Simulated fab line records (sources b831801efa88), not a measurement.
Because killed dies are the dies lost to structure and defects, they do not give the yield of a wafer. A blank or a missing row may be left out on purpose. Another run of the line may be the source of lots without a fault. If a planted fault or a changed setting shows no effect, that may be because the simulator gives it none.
A struck lot beside a sound one :: flow sky130 :: 43 out of 708 route steps
Sound: wafers L580.1, L580.2, L580.6. Wafers struck: L590.1, L590.2, L590.5. The cause comes at the end.
Each step with rows lists, per side, the tool, then ch with its chambers, then its first start. Under that, the readings that differ: sound wafers :: struck wafers :: difference of the means :: sigmas: that difference in standard deviations of wafers without a fault.
alike: readings whose means differ by less than 2 such deviations, and words and numbers that are the same on both sides. not compared: withheld readings, readings that some wafer has no value for, bounds like >300 that may hide the same value, and numbers for which the record gives no deviation and whose values overlap.
A row with sigmas, a row that says differs or no value, or rows on one side alone: a step with any of these is where the two part. Numbers that don't overlap but have no deviation are shown without sigmas and don't part them. A reading that every wafer of one side lacks parts them only if that side has two wafers or more.

SKY_LDD_P_OVL_MEAS_08:
  sound: overlay-01 at day 19 23:40; struck: overlay-02 at day 23 02:37
  alike: LDD_P_OVL
next, for these wafers, 1 step has no rows: SKY_LDD_P_IMPLANT_09.
SKY_LDD_P_STRIP_10: strips in O2/N2.
  sound on plasma_asher-01 ch 0,1, day 19 23:50; struck on plasma_asher-01 ch 0,1, day 23 02:49
  alike: drypump_motor_current_A, oes_product_au, strip_time_to_endpoint_s
  not compared: rf_hours_counter_h
SKY_LDD_P_TW_MEAS_11:
  sound: film_metro-04 at day 19 23:56; struck: film_metro-04 at day 23 02:55
  alike: LDD_P_TW
then, 7 steps without rows for these wafers: SKY_LDD_HVN_DEHYDRATE_00 (time 60 s); SKY_LDD_HVN_HMDS_01 (prime time 60 s); SKY_LDD_HVN_COAT_02 (resist thk 300 nm); SKY_LDD_HVN_SOFTBAKE_03 (time 60 s); SKY_LDD_HVN_EXPOSE_04 (exposes mask HVNTM, target cd 700 nm); SKY_LDD_HVN_PEB_05; SKY_LDD_HVN_DEVELOP_06 (develop time 60 s).
SKY_LDD_HVN_OVL_MEAS_07:
  sound: overlay-02 at day 21 06:20; struck: overlay-01 at day 24 08:48
  alike: LDD_HVN_OVL
SKY_LDD_HVN_IMPLANT_08:
  sound on implanter-04 ch 0, day 21 06:22; struck on implanter-03 ch 0, day 24 08:50
  alike: faraday_current_uA
SKY_LDD_HVN_STRIP_09: strips in O2/N2.
  sound on plasma_asher-02 ch 0,1, day 21 06:31; struck on plasma_asher-04 ch 0,1, day 24 08:59
  alike: drypump_motor_current_A, oes_product_au, strip_time_to_endpoint_s
  not compared: rf_hours_counter_h
SKY_LDD_HVN_TW_MEAS_10:
  sound: film_metro-03 at day 21 06:37; struck: film_metro-03 at day 24 09:05
  alike: LDD_HVN_TW
then, 7 steps without rows for these wafers: SKY_LDD_HVP_DEHYDRATE_00 (time 60 s); SKY_LDD_HVP_HMDS_01 (prime time 60 s); SKY_LDD_HVP_COAT_02 (resist thk 300 nm); SKY_LDD_HVP_SOFTBAKE_03 (time 60 s); SKY_LDD_HVP_EXPOSE_04 (exposes mask HVPTM, target cd 700 nm); SKY_LDD_HVP_PEB_05; SKY_LDD_HVP_DEVELOP_06 (develop time 60 s).
SKY_LDD_HVP_OVL_MEAS_07:
  sound: overlay-02 at day 22 13:05; struck: overlay-02 at day 25 14:19
  alike: LDD_HVP_OVL
next, for these wafers, 1 step has no rows: SKY_LDD_HVP_IMPLANT_08.
SKY_LDD_HVP_STRIP_09: strips in O2/N2.
  sound on plasma_asher-01 ch 0,1, day 22 13:16; struck on plasma_asher-02 ch 0,1, day 25 14:30
  alike: drypump_motor_current_A, oes_product_au, strip_time_to_endpoint_s
  not compared: rf_hours_counter_h
SKY_LDD_HVP_TW_MEAS_10:
  sound: film_metro-01 at day 22 13:22; struck: film_metro-04 at day 25 14:36
  alike: LDD_HVP_TW
then, 7 steps without rows for these wafers: SKY_LDD_LDN_DEHYDRATE_00 (time 60 s); SKY_LDD_LDN_HMDS_01 (prime time 60 s); SKY_LDD_LDN_COAT_02 (resist thk 1140 nm); SKY_LDD_LDN_SOFTBAKE_03 (time 60 s); SKY_LDD_LDN_EXPOSE_04 (exposes mask LDNTM, target cd 700 nm); SKY_LDD_LDN_PEB_05; SKY_LDD_LDN_DEVELOP_06 (develop time 60 s).
SKY_LDD_LDN_OVL_MEAS_07:
  sound: overlay-01 at day 23 19:06; struck: overlay-01 at day 26 19:25
  alike: LDD_LDN_OVL
then, 4 steps without rows for these wafers: SKY_LDD_LDN_IMPLANT_08; SKY_LDD_LDN_IMPLANT_09; SKY_LDD_LDN_IMPLANT_10; SKY_LDD_LDN_IMPLANT_11.
SKY_LDD_LDN_STRIP_12: strips in O2/N2.
  sound on plasma_asher-04 ch 0,1, day 23 19:44; struck on plasma_asher-01 ch 0,1, day 26 20:03
  alike: drypump_motor_current_A, oes_product_au, strip_time_to_endpoint_s
  not compared: rf_hours_counter_h
SKY_LDD_LDN_TW_MEAS_13:
  sound: film_metro-03 at day 23 19:50; struck: film_metro-03 at day 26 20:09
  alike: LDD_LDN_TW
then, 2 steps without rows for these wafers: SKY_LDD_LDN_CLEAN_14 (cleans in SC1/SC2, time 150 s); SKY_SPACER_CVD_00 (deposits Si3N4 from DCS/NH3, target thk 43.1 nm, time 740 s).
-- the record jumps here: 22 days lie between the struck wafers' starts before and after (it left off in module SPACER and takes up again in module PAD_OPEN, whose first step shown is number 708 of the route) --
SKY_PAD_OPEN_PROBE_99:
  sound: prober-02 at day 46 11:12; struck: prober-02 at day 48 13:28
reading: model.etest.tip_n_5v.rs_ohm_sq
sound: 1394 1409 1402
struck: 1696 2066 1698
difference: +418
sigmas: 

reading: model.etest.nfet_g5v0d10v5.vt_sat_v (V)
sound: 0.7729 0.7716 0.7815
struck: 0.7437 0.7592 0.754
difference: -0.0230
sigmas: 
  alike: killed_at_M0_to_M3, killed_at_M4_up, killed_at_contacts, killed_at_front_end, killed_at_other, killed_dies, killed_open, killed_short
  not compared: model.etest.nfet_g5v0d10v5.r_on_ohm_um, model.etest.tip_n_5v.rs_ohm_sq_range

WHERE THEY PART
Nowhere in this record.

WHY: the cause the simulator had injected
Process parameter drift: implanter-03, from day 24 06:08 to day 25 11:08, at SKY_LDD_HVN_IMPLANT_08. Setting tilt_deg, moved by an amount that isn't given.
